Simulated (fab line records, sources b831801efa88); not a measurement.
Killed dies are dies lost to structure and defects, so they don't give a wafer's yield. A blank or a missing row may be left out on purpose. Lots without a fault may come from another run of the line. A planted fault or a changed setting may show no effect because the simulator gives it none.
A struck lot beside a sound one | flow sky130 | 17 steps out of a route of 708
Sound: wafers L537.1, L537.4, L537.6. Struck: wafer L554.4. (L554.2, L554.6 of the same lot were not struck and are left out.) The cause comes at the end.
At each step with rows: each side's tool, then ch and its chambers, then its first start. Under that, the readings that differ: sound wafers | struck wafers | difference of the means | sigmas: that difference in standard deviations of wafers without a fault.
alike: readings whose means differ by less than 2 such deviations, and words and numbers that are the same on both sides. not compared: withheld readings, readings that some wafer has no value for, bounds like >300 that may hide the same value, and numbers for which the record gives no deviation and whose values overlap.
The two part at a step that has a row with sigmas, a row that says differs or no value, or rows on one side only. Numbers that don't overlap but have no deviation are shown without sigmas and don't part them. A reading that every wafer of one side lacks parts them only if that side has two wafers or more.

SKY_VIA3_CMP_02: polishes SiO2.
  sound on cmp-01 ch 0,1,3, day 40 16:10; struck on cmp-01 ch 2, day 45 02:37
  alike: motor_current_A
SKY_VIA3_BOW_MEAS_03:
  sound on film_metro-03, day 40 16:28; struck on film_metro-01, day 45 02:53
  reading       | sound    | struck | difference | sigmas
  VIA3_BOW (um) | 68 75 72 | 89     | +17        | +2
then, 8 steps without rows for these wafers: SKY_VIA3_DEHYDRATE_04 (time 60 s); SKY_VIA3_HMDS_05 (prime time 60 s); SKY_VIA3_COAT_06 (resist thk 60 nm); SKY_VIA3_COAT_07 (resist thk 450 nm); SKY_VIA3_SOFTBAKE_08 (time 90 s); SKY_VIA3_EXPOSE_09 (exposes mask VIM3, target cd 200 nm); SKY_VIA3_PEB_10; SKY_VIA3_DEVELOP_11 (develop time 60 s).
SKY_VIA3_CD_MEAS_12: target cd 200 nm.
  sound on cd_sem-02, day 41 16:59; struck on cd_sem-01, day 46 00:16
  reading    | sound             | struck | difference | sigmas
  cd_nm (nm) | 196.0 196.5 197.0 | 203.0  | +6.5       | +4
SKY_VIA3_OVL_MEAS_13:
  sound on overlay-01, day 41 17:06; struck on overlay-02, day 46 00:22
  alike: VIA3_OVL
SKY_VIA3_ETCH_14: etches BARC in N2/H2, stops on SiO2, time 45.9 s, target depth 60 nm.
  sound on rie_diel-02 ch 1,2,3, day 41 17:08; struck on rie_diel-02 ch 3, day 46 00:24
  reading                                     | sound             | struck | difference | sigmas
  model.KrF-thick_of_VIA3_COAT_07.thk_nm (nm) | 392.6 393.1 392.9 | 369.2  | -23.7      |
  model.VIA3.cd_nm (nm)                       | 195.6 195.5 196   | 208.1  | +12.4      |
  alike: chamber_pressure_mTorr, drypump_motor_current_A, oes_product_au, throttle_valve_pct
  not compared: rf_hours_counter_h
SKY_VIA3_ETCH_15: etches SiO2 in C4F8/O2/Ar, stops on TiN, target depth 507 nm, time 78 s.
  sound on rie_diel-02 ch 1,2,3, day 41 17:11; struck on rie_diel-02 ch 3, day 46 00:27
  reading                                     | sound             | struck | difference | sigmas
  model.KrF-thick_of_VIA3_COAT_07.thk_nm (nm) | 293.4 295.2 294.4 | 269.1  | -25.2      |
  alike: chamber_pressure_mTorr, oes_product_au
SKY_VIA3_STRIP_16: strips in O2/N2.
  sound on plasma_asher-03 ch 0, day 41 17:14; struck on plasma_asher-03 ch 0, day 46 00:31
  reading                      | sound          | struck | difference | sigmas
  strip_time_to_endpoint_s (s) | 4.16 4.18 4.14 | 3.91   | -0.25      | -7
  alike: chamber_pressure_mTorr, drypump_motor_current_A, oes_product_au
  not compared: rf_hours_counter_h
then, 1 step without rows for these wafers: SKY_VIA3_STRIP_17 (strips in post etch residue remover, time 1200 s).
SKY_PAD_OPEN_PROBE_99:
  the record has rows for the sound wafers here (prober-01, day 47 15:15) and none for the struck ones

WHERE THEY PART
First at SKY_VIA3_BOW_MEAS_03; last, within this record, at SKY_PAD_OPEN_PROBE_99.

WHY: what the simulator had put in
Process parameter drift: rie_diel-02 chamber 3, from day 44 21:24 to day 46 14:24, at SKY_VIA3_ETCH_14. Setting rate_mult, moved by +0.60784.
